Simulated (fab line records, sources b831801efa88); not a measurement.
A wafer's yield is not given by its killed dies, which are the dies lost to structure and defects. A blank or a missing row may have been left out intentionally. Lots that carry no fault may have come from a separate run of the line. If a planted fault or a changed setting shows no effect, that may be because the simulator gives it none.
fab line records	flow gf180mcu
[record] lots = 6	wafers = 18	last-day = 34
route steps=602 shown M1@319
lots that met no fault: taken from a fault-free run of the same line
start-h: hours from the record's first day to the start of the lot's first wafer shown	wait-h: hours elapsed since this lot's preceding step	" same as the row above	L1.1+2: a single row standing in for several wafers	- no value, or no start given	* or withheld: withheld	< > ~ a bound
route shown NAME@n: a module of which the file shows steps, and the number in the route of the first	usual: the fault-free wafers' mean and standard deviation	same: alike in all rows	chamber/n: place in a boat	sites: each site's reading	_std_site: their standard deviation	_edge_site: inner sites' mean taken away from outer sites' mean	radius-mm: how far each site lies from the wafer's centre	mask NAME#n: copy n	behind: the last tool/chamber to shape the wafer	hold: why the lot was held/for how many hours/how that ended	device: the transistor (n, p or np) that didn't switch	end of line: the route-end tests of the same wafers	for a step that has no rows: nothing shown but its recipe	killed: the dies lost at the first sort to structure and to defects; this is not the yield of the wafer	map: per-die view of a wafer (x killed, . not killed, _ where there is no die)
set.NAME: setting as actually run; set.NAME@STEP: the setting as run at that earlier step	model.NAME: the simulator's own value behind a step, which no gauge read
lots seen at some steps along the route; tables by step, rows by wafer
services: when a tool's chamber went out of use (start-h, in hours from the record's first day, below 0 if earlier), for how many hours, and the reason
[[steps]]
[step GF_M1_SPUTTER_04]
[recipe] material = TiN	target-thk-nm = 50	power-w = 6500	time-s = 41.7	chamber-pressure-pa = 0.4
[usual] throttle-valve-pct = 30.6/1.1
lot.wafer	tool	chamber	start-h	wait-h	throttle-valve-pct
L156.3	pvd-sputter-02	-	373.97	0.0	28.8
L156.5	"	-	"	"	31.0
L156.6	"	-	"	"	31.9
L164.2	pvd-sputter-01	-	454.93	0.0	31.1
L164.3	"	-	"	"	30.6
L164.5	"	-	"	"	31.0
L167.1	pvd-sputter-03	-	476.68	0.0	31.3
L167.2	"	-	"	"	31.6
L167.6	"	-	"	"	31.5
L168.1	pvd-sputter-01	-	486.32	0.0	31.2
L168.2	"	-	"	"	30.2
L168.5	"	-	"	"	31.0
L176.2	pvd-sputter-02	-	552.33	0.0	28.1
L176.3	"	-	"	"	28.7
L176.6	"	-	"	"	32.1
L178.1	pvd-sputter-01	-	564.61	0.0	30.6
L178.3	"	-	"	"	31.1
L178.4	"	-	"	"	31.2
[step GF_M1_RS_MEAS_05]
[recipe] thk-meas-gauge = four-point-probe	reads = TiN_of_M1_SPUTTER_04+Ti_of_M1_SPUTTER_03+AlCu_of_M1_SPUTTER_02+TiN_of_M1_SPUTTER_01+Ti_of_M1_SPUTTER_00
[usual] M1_ALCU_RS = 0.0693/0.00063
lot.wafer	tool	chamber	start-h	wait-h	M1_ALCU_RS[ohm/sq]
L156.3	film-metro-02	-	374.05	0.1	0.0688
L156.5	"	-	"	"	0.0688
L156.6	"	-	"	"	0.0689
L164.2	film-metro-02	-	454.99	0.0	0.0698
L164.3	"	-	"	"	0.0697
L164.5	"	-	"	"	0.0694
L167.1	film-metro-02	-	476.72	0.0	0.0696
L167.2	"	-	"	"	0.0692
L167.6	"	-	"	"	0.0695
L168.1	film-metro-04	-	486.36	0.0	0.0695
L168.2	"	-	"	"	0.0700
L168.5	"	-	"	"	0.0698
L176.2	film-metro-02	-	552.39	0.0	0.0689
L176.3	"	-	"	"	0.0686
L176.6	"	-	"	"	0.0691
L178.1	film-metro-01	-	564.65	0.0	0.0705
L178.3	"	-	"	"	0.0699
L178.4	"	-	"	"	0.0707
[step GF_M1_THK_MEAS_06]
[recipe] thk-meas-gauge = xrf	reads = AlCu_of_M1_SPUTTER_02
[usual] M1_ALCU_THK = 447/4.1
lot.wafer	tool	chamber	start-h	wait-h	M1_ALCU_THK[nm]
L156.3	film-metro-02	-	374.15	0.1	446
L156.5	"	-	"	"	448
L156.6	"	-	"	"	444
L164.2	film-metro-02	-	455.10	0.1	446
L164.3	"	-	"	"	445
L164.5	"	-	"	"	444
L167.1	film-metro-02	-	476.84	0.1	445
L167.2	"	-	"	"	446
L167.6	"	-	"	"	446
L168.1	film-metro-04	-	486.48	0.1	445
L168.2	"	-	"	"	442
L168.5	"	-	"	"	441
L176.2	film-metro-02	-	552.50	0.1	448
L176.3	"	-	"	"	451
L176.6	"	-	"	"	446
L178.1	film-metro-01	-	564.77	0.1	437
L178.3	"	-	"	"	443
L178.4	"	-	"	"	439
[step GF_M1_DEHYDRATE_07]
[recipe] temp-c = 200	time-s = 60
[step GF_M1_HMDS_08]
[recipe] prime-time-s = 60	prime-temp-c = 120
[step GF_M1_COAT_09]
[recipe] resist = KrF	spin-rpm = withheld	resist-thk-nm = 1000
[step GF_M1_SOFTBAKE_10]
[recipe] temp-c = 130	time-s = 60	resist = KrF
[step GF_M1_EXPOSE_11]
[recipe] mask-id = Metal1	target-cd-nm = 230	na = 0.68	source-shape = conventional	sigma-outer = 0.6	dose-mj = 28
[step GF_M1_PEB_12]
[recipe] peb-temp-c = 135	peb-time-s = 90	resist = KrF
[step GF_M1_DEVELOP_13]
[recipe] develop-time-s = 60	dev-temp-c = 21
[step GF_M1_CD_MEAS_14]
[recipe] target-cd-nm = 230
[usual] cd-nm = 230.5/1.3
lot.wafer	tool	chamber	start-h	wait-h	cd-nm
L156.3	cd-sem-02	-	397.02	0.1	230.5
L156.5	"	-	"	"	229.8
L156.6	"	-	"	"	231.0
L164.2	cd-sem-01	-	479.10	0.1	229.4
L164.3	"	-	"	"	230.1
L164.5	"	-	"	"	230.4
L167.1	cd-sem-01	-	500.43	0.1	230.1
L167.2	"	-	"	"	230.7
L167.6	"	-	"	"	229.8
L168.1	cd-sem-01	-	510.43	0.1	229.5
L168.2	"	-	"	"	230.0
L168.5	"	-	"	"	228.9
L176.2	cd-sem-01	-	573.91	0.1	228.1
L176.3	"	-	"	"	228.1
L176.6	"	-	"	"	229.5
L178.1	cd-sem-02	-	586.47	0.2	231.5
L178.3	"	-	"	"	230.6
L178.4	"	-	"	"	230.4
[step GF_M1_OVL_MEAS_15]
[usual] M1_OVL = -3/5.1
lot.wafer	tool	chamber	start-h	wait-h	M1_OVL[nm]
L156.3	overlay-01	-	397.11	0.1	4
L156.5	"	-	"	"	-7
L156.6	"	-	"	"	-5
L164.2	overlay-01	-	479.20	0.1	-8
L164.3	"	-	"	"	-5
L164.5	"	-	"	"	-5
L167.1	overlay-01	-	500.55	0.1	3
L167.2	"	-	"	"	-8
L167.6	"	-	"	"	1
L168.1	overlay-02	-	510.55	0.1	4
L168.2	"	-	"	"	-3
L168.5	"	-	"	"	10
L176.2	overlay-02	-	574.02	0.1	0
L176.3	"	-	"	"	-2
L176.6	"	-	"	"	2
L178.1	overlay-01	-	586.59	0.1	-2
L178.3	"	-	"	"	-2
L178.4	"	-	"	"	-6
[step GF_M1_METAL_ETCH_16]
[recipe] chemistry = Cl2/BCl3	mask-material = KrF	target-depth-nm = 627.5	stop-on = SiO2	pressure-mtorr = 8	icp-w = 800	bias-w = 140	Cl2_flow_sccm = 80	bcl3-flow-sccm = 40	time-s = 104.6
[usual] bcl3-flow-sccm = 40.00/0.12	bias-w = 140.0/0.38	drypump-motor-current-A = 5.6/0.43	mfc-cl2-sccm = 79.96/0.22	oes-product-au = 0.973/0.0059	rf-fwd-power-W = 796.7/2.4	throttle-valve-pct = 28.247/0.01
lot.wafer	tool	chamber	start-h	wait-h	bcl3-flow-sccm	bias-w	drypump-motor-current-A	mfc-cl2-sccm	oes-product-au	rf-fwd-power-W	rf-hours-counter-h	throttle-valve-pct	model.KrF_of_M1_COAT_09.thk-nm
L156.3	rie-metal-04	1	397.17	0.1	39.98	140.0	6.3	79.80	0.971	789.9	-	28.238	728.8
L156.5	"	0	"	"	39.95	139.6	5.0	80.27	0.984	796.0	-	28.251	735.8
L156.6	"	1	"	"	40.13	139.9	6.3	80.02	0.978	794.0	-	28.242	731
L164.2	rie-metal-03	1	479.23	0.0	40.12	139.8	5.7	79.68	0.969	794.7	9	28.243	739.8
L164.3	"	1	"	"	39.94	139.5	5.7	79.64	0.973	794.9	-	28.262	731.3
L164.5	"	1	"	"	40.09	140.9	5.7	80.06	0.970	797.6	-	28.251	734.5
L167.1	rie-metal-03	0	500.59	0.0	-	-	-	-	-	-	-	-	987.9
L167.2	"	1	"	"	-	-	-	-	-	-	-	-	987.8
L167.6	"	0	"	"	-	-	-	-	-	-	-	-	984.5
L168.1	rie-metal-02	0	510.59	0.0	-	-	-	-	-	-	-	-	987.5
L168.2	"	1	"	"	-	-	-	-	-	-	-	-	987.1
L168.5	"	0	"	"	-	-	-	-	-	-	-	-	984.7
L176.2	rie-metal-04	0	574.05	0.0	39.99	140.2	4.9	80.05	0.973	796.2	9	28.253	729.7
L176.3	"	1	"	"	39.97	139.7	6.3	80.01	0.978	795.1	-	28.269	722.2
L176.6	"	1	"	"	40.06	140.4	6.3	80.21	0.979	795.2	-	28.248	724.6
L178.1	rie-metal-03	0	586.63	0.0	40.13	140.3	5.4	80.18	0.961	796.2	12	28.266	732.6
L178.3	"	0	"	"	40.05	140.3	5.4	80.10	0.973	794.6	-	28.253	732.9
L178.4	"	1	"	"	39.62	139.6	5.7	80.12	0.961	798.3	-	28.246	739
[step GF_M1_STRIP_17]
[recipe] chemistry = O2/N2	power-w = 1400	pressure-mtorr = 1500	platen-temp-c = 250	o2-flow-sccm = 3000	n2-flow-sccm = 300	overash-fraction = 0.5
[usual] drypump-motor-current-A = 5.88/0.3	heater-power-w = 326/29	oes-product-au = 0.558/0.0043	strip-time-to-endpoint-s = 7.87/0.038
lot.wafer	tool	chamber	start-h	wait-h	drypump-motor-current-A	heater-power-w	oes-product-au	rf-hours-counter-h	strip-time-to-endpoint-s
L156.3	plasma-asher-03	1	397.28	0.1	6.12	315	0.546	-	7.80
L156.5	"	1	"	"	6.08	316	0.556	-	7.88
L156.6	"	0	"	"	5.95	356	0.556	-	7.84
L164.2	plasma-asher-02	0	479.34	0.1	6.26	377	0.561	69	7.93
L164.3	"	1	"	"	6.04	309	0.559	-	7.83
L164.5	"	1	"	"	6.03	324	0.560	-	7.87
L167.1	plasma-asher-04	1	500.70	0.1	5.79	278	0.662	8	10.23
L167.2	"	0	"	"	5.32	330	0.662	8	10.23
L167.6	"	0	"	"	5.32	331	0.658	-	10.21
L168.1	plasma-asher-04	1	510.70	0.1	5.78	276	0.661	9	10.22
L168.2	"	0	"	"	5.33	326	0.660	9	10.22
L168.5	"	1	"	"	5.78	286	0.659	-	10.18
L176.2	plasma-asher-04	0	574.16	0.1	5.31	334	0.559	15	7.81
L176.3	"	1	"	"	5.78	282	0.548	-	7.76
L176.6	"	0	"	"	5.38	335	0.560	-	7.78
L178.1	plasma-asher-04	1	586.74	0.1	5.82	278	0.556	17	7.85
L178.3	"	0	"	"	5.28	321	0.567	-	7.85
L178.4	"	1	"	"	5.79	280	0.562	-	7.91
[step GF_M1_STRIP_18]
[recipe] chemistry = post-etch-residue-remover	time-s = 1200	temp-c = 72.5
[[services]]
tool	chamber	start-h	hours	kind
pvd-sputter-03	-	351.53	5.7	repair
plasma-asher-02	-	374.21	2.8	pm
pvd-sputter-03	-	395.51	1.7	repair
plasma-asher-04	-	421.25	9.0	pm
plasma-asher-04	0	421.25	9.0	vent-cycle
plasma-asher-04	1	421.25	9.0	vent-cycle
plasma-asher-04	0	430.25	-	clean
plasma-asher-04	1	430.25	-	clean
pvd-sputter-01	2	435.20	-	consumable-replace:kit
pvd-sputter-01	2	435.20	18.0	scheduled-down
pvd-sputter-01	2	435.20	18.0	vent-cycle
rie-metal-04	-	436.33	1.0	repair
plasma-asher-02	-	474.84	3.1	repair
rie-metal-02	0	479.57	13.2	repair
plasma-asher-02	-	479.62	2.4	repair
plasma-asher-03	-	501.55	1.1	repair
rie-metal-02	-	517.16	14.6	pm
plasma-asher-02	-	522.54	0.7	repair
plasma-asher-04	-	545.87	0.7	repair
rie-metal-02	-	555.03	2.8	pm
rie-metal-02	0	559.15	4.6	repair
pvd-sputter-02	-	570.33	1.1	repair
pvd-sputter-01	-	575.77	1.7	repair
rie-metal-04	0	578.22	25.0	repair
[[key]]
[first-sign] step = GF_M1_METAL_ETCH_16	reading = tool-record	direction = missing
[effect] step = GF_M1_STRIP_17	reading = strip-time-to-endpoint-s	direction = up	sigmas = 61	usual = *	struck = *
[model-effect] step = GF_M1_METAL_ETCH_16	value = KrF_of_M1_COAT_09.thk-nm	without = 736.6	struck = 986.6
met-at GF_M1_METAL_ETCH_16
struck-wafers L167.1,L167.2,L167.6,L168.1,L168.2,L168.5
later-rows-left-out L167.1,L167.2,L167.6,L168.1,L168.2,L168.5
sort-left-out L167.1,L167.2,L167.6,L168.1,L168.2,L168.5
onset-between 479.23 500.59
[fault] kind = skipped-step-whole	tool = rie-metal-02,rie-metal-03	chamber = -	onset-h = 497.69	steps = GF_M1_METAL_ETCH_16	scope = struck-lots-only
// sort-left-out: the simulated sort isn't trusted on such a fault, so these wafers' sort isn't shown, and their yield isn't known
// later-rows-left-out: the simulator's readings of these wafers behind a module that went badly wrong aren't trusted and aren't shown, but for the sort
